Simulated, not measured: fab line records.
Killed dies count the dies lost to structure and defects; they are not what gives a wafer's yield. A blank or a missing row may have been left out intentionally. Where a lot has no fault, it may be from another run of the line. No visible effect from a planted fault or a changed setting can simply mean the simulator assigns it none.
Which tool is to blame?	flow gf180mcu	Sampling: 13 lots, 39 wafers, 5 of 602 route steps

WHAT EACH GAUGE READ, for each wafer
GF_V3_RS_MEAS_24: a four-point-probe measurement.
lot	measured	on	V3_W_RS (ohm/sq)
L689	day 22 17:43	film metro-03	0.327 0.333 0.325
L690	day 23 04:50	film metro-03	0.336 0.329 0.337
L691	day 23 08:54	film metro-01	0.327 0.330 0.328
L692	day 24 01:58	film metro-02	0.335 0.328 0.333
L693	day 24 02:38	film metro-03	0.331 0.328 0.331
L694	day 24 12:41	film metro-03	0.333 0.329 0.333
L696	day 25 06:19	film metro-02	0.327 0.324 0.332
L698	day 25 20:25	film metro-01	0.332 0.333 0.333
L699	day 26 04:58	film metro-01	0.334 0.333 0.337
L704	day 28 02:08	film metro-02	0.334 0.338 0.333
L707	day 29 03:19	film metro-03	0.330 0.327 0.333
L710	day 29 16:23	film metro-02	0.334 0.335 0.334
L711	day 30 01:12	film metro-02	0.333 0.333 0.336

GF_M4_OVL_MEAS_15.
lot	measured	on	M4_OVL (nm)
L689	day 23 17:16	overlay-02	2 -2 3
L690	day 24 03:39	overlay-02	-5 1 -3
L691	day 24 08:34	overlay-01	0 -8 -2
L692	day 25 00:58	overlay-01	-2 7 2
L693	day 25 01:18	overlay-02	-11 -6 -9
L694	day 25 10:52	overlay-01	1 1 0
L696	day 26 04:10	overlay-02	-6 -2 -11
L698	day 26 18:00	overlay-01	45 35 45
L699	day 27 01:58	overlay-02	2 5 7
L704	day 28 22:49	overlay-01	38 32 39
L707	day 29 22:36	overlay-01	-1 5 1
L710	day 30 11:17	overlay-01	3 13 6
L711	day 30 19:08	overlay-02	-4 2 0

TOOL THAT RAN EACH LOT (tool first, then ch and the chambers of the sampled wafers, then the start)
lot	GF_V3_CVD_23	GF_M4_SPUTTER_00	GF_M4_EXPOSE_11
L689	cvd w-01 ch 0,1, day 22 17:36	pvd sputter-02, day 22 18:09	krf scanner-01 ch 0, day 23 05:44
L690	cvd w-01 ch 0,1, day 23 04:43	pvd sputter-02, day 23 05:19	krf scanner-01 ch 0, day 23 17:00
L691	cvd w-02 ch 0,1, day 23 08:47	pvd sputter-02, day 23 09:23	krf scanner-02 ch 0, day 23 21:56
L692	cvd w-01 ch 0,1, day 24 01:50	pvd sputter-03, day 24 02:26	krf scanner-01 ch 0, day 24 14:07
L693	cvd w-02 ch 0,1, day 24 02:31	pvd sputter-04, day 24 03:07	krf scanner-02 ch 0, day 24 14:21
L694	cvd w-02 ch 0,1, day 24 12:34	pvd sputter-04, day 24 13:07	krf scanner-02 ch 0, day 25 00:32
L696	cvd w-02 ch 0,1, day 25 06:13	pvd sputter-02, day 25 06:48	krf scanner-01 ch 0, day 25 18:03
L698	cvd w-02 ch 0, day 25 20:11	pvd sputter-02, day 25 20:54	krf scanner-02 ch 0, day 26 07:24
L699	cvd w-01 ch 1, day 26 04:50	pvd sputter-03, day 26 05:26	krf scanner-01 ch 0, day 26 16:14
L704	cvd w-01 ch 0,1, day 28 02:01	pvd sputter-04, day 28 02:34	krf scanner-02 ch 0, day 28 13:01
L707	cvd w-01 ch 0,1, day 29 03:11	pvd sputter-03, day 29 03:47	krf scanner-01 ch 0, day 29 13:56
L710	cvd w-01 ch 0,1, day 29 16:17	pvd sputter-03, day 29 16:50	krf scanner-01 ch 0, day 30 02:18
L711	cvd w-02 ch 0,1, day 30 01:04	pvd sputter-04, day 30 01:40	krf scanner-01 ch 0, day 30 11:06
- GF_V3_CVD_23: deposits W, target thk 350 nm, time 104.9 s.
- GF_M4_SPUTTER_00: material Ti, target thk 37.5 nm, time 150 s.
- GF_M4_EXPOSE_11: exposes mask Metal4, target cd 280 nm.

AS READ BY THE TOOLS THEMSELVES (means over the sampled wafers that have a number; for cases with no such wafer, the mark the record gives instead)
GF_V3_CVD_23.
lot	tool	heater power w (W)
L689	cvd w-01	819
L690	cvd w-01	805
L691	cvd w-02	761
L692	cvd w-01	824
L693	cvd w-02	762
L694	cvd w-02	753
L696	cvd w-02	764
L698	cvd w-02	736
L699	cvd w-01	872
L704	cvd w-01	829
L707	cvd w-01	824
L710	cvd w-01	836
L711	cvd w-02	774

GF_M4_SPUTTER_00.
lot	tool	chamber pressure pa (Pa)	throttle valve pct (%)
L689	pvd sputter-02	2.001	30.5
L690	pvd sputter-02	1.998	30.4
L691	pvd sputter-02	2.001	28.4
L692	pvd sputter-03	1.997	29.9
L693	pvd sputter-04	2.003	30.1
L694	pvd sputter-04	2.002	30.4
L696	pvd sputter-02	2.001	29.7
L698	pvd sputter-02	1.998	29.5
L699	pvd sputter-03	2.005	29.4
L704	pvd sputter-04	1.998	30.1
L707	pvd sputter-03	2.000	29.4
L710	pvd sputter-03	1.998	30.2
L711	pvd sputter-04	1.998	30.7

THE ANSWER, worked out from the rows above alone
Rule: the usual values come from the lots themselves. Put in order of their means at a reading, lots are off if they are a third of the lots or fewer, leave a main group of 4 or more, and stand apart from it by a gap of 3 or more times the standard deviation of the main group's means; of several such gaps the widest counts. The tables above print the reading to a certain number of digits; a main group whose means all agree to those digits is not used. Also off: a lot with no number at a reading for which 4 or more lots have one. All remaining lots with rows at the step are treated as sound. After the gauges, taken in route order, come the tools' own readings; for these a lot's mean is taken, as printed above. At the first step where some lot is off, the reading lying furthest off is the one used; lots without a number count as furthest.
Off: at GF_M4_OVL_MEAS_15 (M4_OVL), L698, L704. For the main group the mean is -0 nm and the standard deviation 4.4.
If a tool, at a process step before that reading, ran all the lots that are off and no sound lot after the first of them, it fits. Gauges at GF_M4_OVL_MEAS_15: tried the same way as those tools. One fits: GF_M4_EXPOSE_11 on krf scanner-02. A fault onset in the window from L694 (day 25 00:32, its last sound lot) to L698 (day 26 07:24, its first lot off) fits.

WHAT HAD BEEN PUT IN BY THE SIMULATOR
Scanner matching overlay: krf scanner-02, from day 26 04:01 on, at GF_M4_EXPOSE_11. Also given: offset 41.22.
Shown lots that were struck: L698, L704. The rule given above showed the same thing.
